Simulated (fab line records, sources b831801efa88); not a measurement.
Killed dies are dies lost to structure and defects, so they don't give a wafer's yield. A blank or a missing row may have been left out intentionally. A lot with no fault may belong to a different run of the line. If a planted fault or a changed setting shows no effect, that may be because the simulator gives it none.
Which tool did it? | flow gf180mcu | 39 wafers from 13 lots sampled at 3 of the route's 602 steps

## WHAT EACH GAUGE READ, for each wafer
GF_V1_BOW_MEAS_05.
lot  | measured     | on            | V1_BOW (um)
L888 | day 17 02:47 | film metro-02 | 67 82 75
L889 | day 17 09:50 | film metro-02 | 83 80 82
L890 | day 17 20:48 | film metro-04 | 107 97 96
L892 | day 18 15:55 | film metro-02 | 92 84 91
L894 | day 19 12:07 | film metro-03 | 84 87 77
L895 | day 19 22:41 | film metro-02 | 90 91 85
L896 | day 20 08:07 | film metro-02 | 84 89 89
L897 | day 20 19:23 | film metro-02 | 80 79 82
L898 | day 20 23:37 | film metro-02 | 87 89 93
L899 | day 21 15:33 | film metro-03 | 88 72 70
L901 | day 22 06:47 | film metro-03 | 89 85 78
L910 | day 25 02:41 | film metro-02 | 84 87 80
L911 | day 25 11:55 | film metro-02 | 80 87 86

## EACH LOT AND THE TOOL THAT RAN IT (in order: tool; ch and the chambers of the sampled wafers; start)
lot  | GF_VT_IMPLANT_IMPLANT_41        | GF_CONTACT_STRIP_18
L888 | implanter-02 ch 0, day 7 12:14  | plasma asher-04 ch 0, day 16 02:01
L889 | implanter-04 ch 0, day 7 18:06  | plasma asher-02 ch 0, day 16 07:49
L890 | implanter-01 ch 0, day 8 01:03  | plasma asher-04 ch 0,1, day 16 18:28
L892 | implanter-04 ch 0, day 8 14:18  | plasma asher-02 ch 0,1, day 17 13:50
L894 | implanter-04 ch 0, day 9 03:46  | plasma asher-04 ch 0, day 18 09:12
L895 | implanter-01 ch 0, day 9 13:47  | plasma asher-02 ch 0,1, day 18 19:24
L896 | implanter-04 ch 0, day 9 18:33  | plasma asher-04 ch 0,1, day 19 04:57
L897 | implanter-01 ch 0, day 10 03:15 | plasma asher-02 ch 0,1, day 19 16:43
L898 | implanter-04 ch 0, day 10 09:36 | plasma asher-01 ch 0,1, day 19 20:45
L899 | implanter-01 ch 0, day 10 22:47 | plasma asher-04 ch 0,1, day 20 13:31
L901 | implanter-01 ch 0, day 11 08:55 | plasma asher-01 ch 1, day 21 04:55
L910 | implanter-02 ch 0, day 13 17:27 | plasma asher-04 ch 0,1, day 24 01:40
L911 | implanter-02 ch 0, day 14 02:29 | plasma asher-02 ch 1, day 24 11:25
- GF_VT_IMPLANT_IMPLANT_41
- GF_CONTACT_STRIP_18: strips in O2/N2.

## AS READ BY THE TOOLS THEMSELVES (means over the sampled wafers that have a number; for cases with no such wafer, the mark the record gives instead)
GF_VT_IMPLANT_IMPLANT_41.
lot  | tool         | beam energy keV | dose ions cm2 | tilt deg (degrees)
L888 | implanter-02 | 70.009          | 1.015e+12     | 6.994
L889 | implanter-04 | 70.013          | 1.013e+12     | 6.996
L890 | implanter-01 | 70.014          | 1.014e+12     | 7.003
L892 | implanter-04 | 70.004          | 1.013e+12     | 6.991
L894 | implanter-04 | 70.001          | 1.014e+12     | 7.003
L895 | implanter-01 | 70.001          | 1.014e+12     | 7.018
L896 | implanter-04 | 70.015          | 1.013e+12     | 7.004
L897 | implanter-01 | 70.014          | 1.014e+12     | 7.015
L898 | implanter-04 | 69.975          | 1.012e+12     | 7.045
L899 | implanter-01 | 70.004          | 1.013e+12     | 7.018
L901 | implanter-01 | 69.992          | 1.012e+12     | 6.993
L910 | implanter-02 | 66.708          | 1.013e+12     | 6.978
L911 | implanter-02 | 66.724          | 1.013e+12     | 7.029

GF_CONTACT_STRIP_18.
lot  | tool            | drypump motor current A (A) | heater power w (W) | o2 flow sccm (sccm) | oes product au (a.u.)
L888 | plasma asher-04 | 5.2                         | 275                | 3001                | 0.578
L889 | plasma asher-02 | 6.3                         | 387                | 3006                | 0.576
L890 | plasma asher-04 | 5.5                         | 291                | 2998                | 0.576
L892 | plasma asher-02 | 6.2                         | 386                | 2992                | 0.577
L894 | plasma asher-04 | 5.2                         | 267                | 2996                | 0.579
L895 | plasma asher-02 | 6.0                         | 361                | 2997                | 0.588
L896 | plasma asher-04 | 5.5                         | 287                | 2996                | 0.581
L897 | plasma asher-02 | 6.0                         | 361                | 3010                | 0.582
L898 | plasma asher-01 | 5.3                         | 360                | 2998                | 0.581
L899 | plasma asher-04 | 5.8                         | 309                | 3003                | 0.583
L901 | plasma asher-01 | 5.2                         | 387                | 2991                | 0.579
L910 | plasma asher-04 | 5.8                         | 310                | 2994                | 0.582
L911 | plasma asher-02 | 5.8                         | 353                | 2988                | 0.583

## THE ANSWER, worked out from the rows above alone
Rule: usual is defined by the lots themselves. The widest of any qualifying gaps counts: lots, ordered by their means at a reading, are off when they make up no more than a third of the lots, leave a main group of 4 or more, and stand apart from it by 3 or more times the standard deviation of that group's means. If all means in a main group match to the digits the tables above print for the reading, that group is not used. A lot without any number at a reading at which 4 lots or more have one is off too. Any other lot the step has rows for is counted as sound. The gauges are gone through in route order, then the tools' own readings, and for those a lot's mean is taken as printed above. The first step at which some lot is off is used, and at that step the reading that is off furthest; a lot without a number counts as furthest.
Off at GF_VT_IMPLANT_IMPLANT_41 (beam energy keV): L910, L911. The main group has a mean of 70.004 with a standard deviation of 0.011.
A tool fits if, at that step or a process step before it, it ran every lot that is off, and no sound lot after the first of them. One fits: GF_VT_IMPLANT_IMPLANT_41 on implanter-02. A fault onset in the window from L888 (day 7 12:14, its last sound lot) to L910 (day 13 17:27, its first lot off) fits.
On the lots that are off, the tool's own readings at GF_VT_IMPLANT_IMPLANT_41 differ by more than 5 times the standard deviation of the sound lots' means, which bears it out; beam energy keV reads 66.716 there versus 70.004 on the sound lots.

## WHAT WAS PUT IN BY THE SIMULATOR
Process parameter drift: implanter-02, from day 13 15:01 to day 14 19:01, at GF_VT_IMPLANT_IMPLANT_41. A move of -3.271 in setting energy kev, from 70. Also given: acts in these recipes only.
Struck lots among those shown: L910, L911. The rule above found the same.
